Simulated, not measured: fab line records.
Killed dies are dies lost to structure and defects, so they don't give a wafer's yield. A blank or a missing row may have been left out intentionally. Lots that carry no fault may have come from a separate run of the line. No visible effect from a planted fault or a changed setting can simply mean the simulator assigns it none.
A lot that was struck, set against a sound lot | flow sky130 | 32 out of 708 route steps
Sound: the wafers L484.3, L484.5, L484.6. Struck: wafers L496.1, L496.2, L496.6. At the end, the cause is stated.
Order at every step that has rows: each side's tool, ch and its chambers, its first start. Under that, the readings that differ: sound wafers | struck wafers | difference of the means | sigmas: that difference in standard deviations of wafers without a fault.
alike: a reading whose means differ by less than 2 such deviations, as well as words and numbers matching on both sides. not compared: withheld readings; readings where some wafer has no value; bounds like >300 that might hide an equal value; numbers whose values overlap and for which the record gives no deviation.
Wherever a step has rows on one side only, a row that says differs or no value, or a row with sigmas, the two part there. Numbers that don't overlap but have no deviation are shown without sigmas and don't part them. Lack of a reading on every wafer of one side parts them only where that side has two or more wafers.

SKY_CONTACT_ETCH_18: etches Si3N4 in CHF3/O2, stops on TiN, time 39 s, target depth 75 nm.
  sound: rie diel-01 ch 1,2,3; struck: rie diel-03 ch 0,1,2
  alike: drypump motor current A, oes product au, throttle valve pct
  not compared: rf hours counter h
SKY_CONTACT_STRIP_19: strips in O2/N2.
  sound on plasma asher-03 ch 0,1, day 35 00:59; struck on plasma asher-02 ch 0,1, day 37 17:57
  alike: drypump motor current A, oes product au, strip time to endpoint s
  not compared: rf hours counter h
then, 5 steps without rows for these wafers: SKY_CONTACT_STRIP_20 (strips in post etch residue remover, time 1200 s); SKY_CONTACT_CLEAN_21 (cleans in IPA, time 180 s); SKY_CONTACT_CLEAN_22 (cleans in O3/DIW); SKY_CONTACT_SPUTTER_23 (material TiN, target thk 20 nm, time 80 s); SKY_CONTACT_CVD_24 (deposits W, target thk 340 nm, time 102.12 s).
SKY_CONTACT_RS_MEAS_25: uses a four-point probe to measure.
  sound: film metro-04 at day 35 01:45; struck: film metro-01 at day 37 18:44
  alike: CONTACT_W_RS
SKY_CONTACT_THK_MEAS_26: measures by xrf.
  sound: film metro-04 at day 35 01:51; struck: film metro-01 at day 37 18:52
  alike: CONTACT_W_THK
then, 1 step without rows for these wafers: SKY_CONTACT_CMP_27 (polishes, stops on SiO2, t overpolish 15 s, target thk 0 nm).
SKY_METAL1_SPUTTER_00: material Ti, target thk 15 nm, time 10 s.
  sound: pvd sputter-02 at day 35 02:11; struck: pvd sputter-02 at day 37 19:13
  alike: chamber pressure pa, throttle valve pct
then, 1 step without rows for these wafers: SKY_METAL1_SPUTTER_01 (material TiN, target thk 20 nm, time 16.7 s).
SKY_METAL1_SPUTTER_02: material AlCu, target thk 250 nm, time 13.3 s.
  sound: pvd sputter-02 at day 35 02:14; struck: pvd sputter-02 at day 37 19:16
  reading                                     | sound                | struck               | difference | sigmas
  chamber pressure pa (Pa)                    | 0.3995 0.3995 0.4007 | 0.4465 0.4455 0.4467 | +0.0463    | +65
  throttle valve pct (%)                      | 29.1 30.0 29.6       | 27.7 28.1 28.1       | -1.6       | -3
  model.AlCu_of_METAL1_SPUTTER_02.thk nm (nm) | 249.2 249.4 249.2    | 244.3 241.3 243.2    | -6.3       |
SKY_METAL1_SPUTTER_03: material Ti, target thk 5 nm, time 3.3 s.
  sound: pvd sputter-02 at day 35 02:16; struck: pvd sputter-02 at day 37 19:18
  alike: chamber pressure pa, throttle valve pct
then, 1 step without rows for these wafers: SKY_METAL1_SPUTTER_04 (material TiN, target thk 70 nm, time 58.3 s).
SKY_METAL1_RS_MEAS_05: uses a four-point probe to measure.
  sound: film metro-03 at day 35 02:22; struck: film metro-03 at day 37 19:22
  reading                 | sound                | struck               | difference | sigmas
  METAL1_ALCU_RS (ohm/sq) | 0.1272 0.1270 0.1271 | 0.1306 0.1324 0.1316 | +0.0044    | +5
SKY_METAL1_THK_MEAS_06: measures by xrf.
  sound: film metro-03 at day 35 02:28; struck: film metro-03 at day 37 19:29
  reading              | sound             | struck            | difference | sigmas
  METAL1_ALCU_THK (nm) | 249.0 251.0 253.0 | 246.2 244.0 243.6 | -6.4       | -3
then, 8 steps without rows for these wafers: SKY_METAL1_DEHYDRATE_07 (time 60 s); SKY_METAL1_HMDS_08 (prime time 60 s); SKY_METAL1_COAT_09 (resist thk 60 nm); SKY_METAL1_COAT_10 (resist thk 450 nm); SKY_METAL1_SOFTBAKE_11 (time 90 s); SKY_METAL1_EXPOSE_12 (exposes mask MM1, target cd 140 nm); SKY_METAL1_PEB_13; SKY_METAL1_DEVELOP_14 (develop time 60 s).
SKY_METAL1_CD_MEAS_15: the cd target is 140 nm.
  sound: cd sem-01 at day 36 05:16; struck: cd sem-01 at day 38 21:47
  alike: cd nm
SKY_METAL1_OVL_MEAS_16:
  sound: overlay-01 at day 36 05:22; struck: overlay-02 at day 38 21:56
  alike: METAL1_OVL
then, 1 step without rows for these wafers: SKY_METAL1_DESCUM_17 (chemistry O2, time 8 s).
SKY_METAL1_ETCH_18: etches BARC in N2/H2, stops on SiO2, time 45.9 s, target depth 60 nm.
  sound on rie metal-02 ch 0,1, day 36 05:26; struck on rie metal-02 ch 0,1, day 38 21:59
  alike: drypump motor current A, oes product au, throttle valve pct
  not compared: rf hours counter h
SKY_METAL1_METAL_ETCH_19: etches the open film in Cl2/BCl3, stops on SiO2, target depth 360 nm, time 78 s.
  sound on rie metal-02 ch 0,1, day 36 05:31; struck on rie metal-02 ch 0,1, day 38 22:04
  reading                            | sound             | struck            | difference | sigmas
  model.etch.depth nm (nm)           | 359.9 359.9 360.4 | 355.9 352.8 354.1 | -5.8       |
  model.METAL1.feature depth nm (nm) | 359.9 359.9 360.4 | 355.9 352.8 354.1 | -5.8       |
  alike: drypump motor current A, oes product au, throttle valve pct
  not compared: rf hours counter h
then, 1 step without rows for these wafers: SKY_METAL1_STRIP_20 (strips in O2/N2).
-- the record jumps here: 12 days lie between the struck wafers' starts before and after (it left off in module METAL1 and takes up again in module PAD_OPEN, whose first step shown is number 708 of the route) --
SKY_PAD_OPEN_PROBE_99:
  sound: prober-01 at day 48 07:59; struck: prober-01 at day 50 11:11
  alike: defect limited yield, killed_at_M0_to_M3, killed_at_M4_up, killed at contacts, killed at front end, killed dies, killed open, killed short, sort_bin_3_pad_short, sort_bin_5_function, sort_bin_6_memory, sort n pass, sort yield pct
  not compared: model.etest.met1.rs ohm sq

## WHERE THEY PART
At SKY_METAL1_SPUTTER_02 first; at SKY_METAL1_THK_MEAS_06 last (within this record only). Later steps at which nothing parts them and some readings are alike: SKY_METAL1_CD_MEAS_15, SKY_METAL1_OVL_MEAS_16, SKY_METAL1_ETCH_18, SKY_METAL1_METAL_ETCH_19, SKY_PAD_OPEN_PROBE_99.

WHY: the cause the simulator had injected
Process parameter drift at SKY_METAL1_SPUTTER_02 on pvd sputter-02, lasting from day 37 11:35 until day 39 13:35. From 0.4, the setting chamber pressure pa moved by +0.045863. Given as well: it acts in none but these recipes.
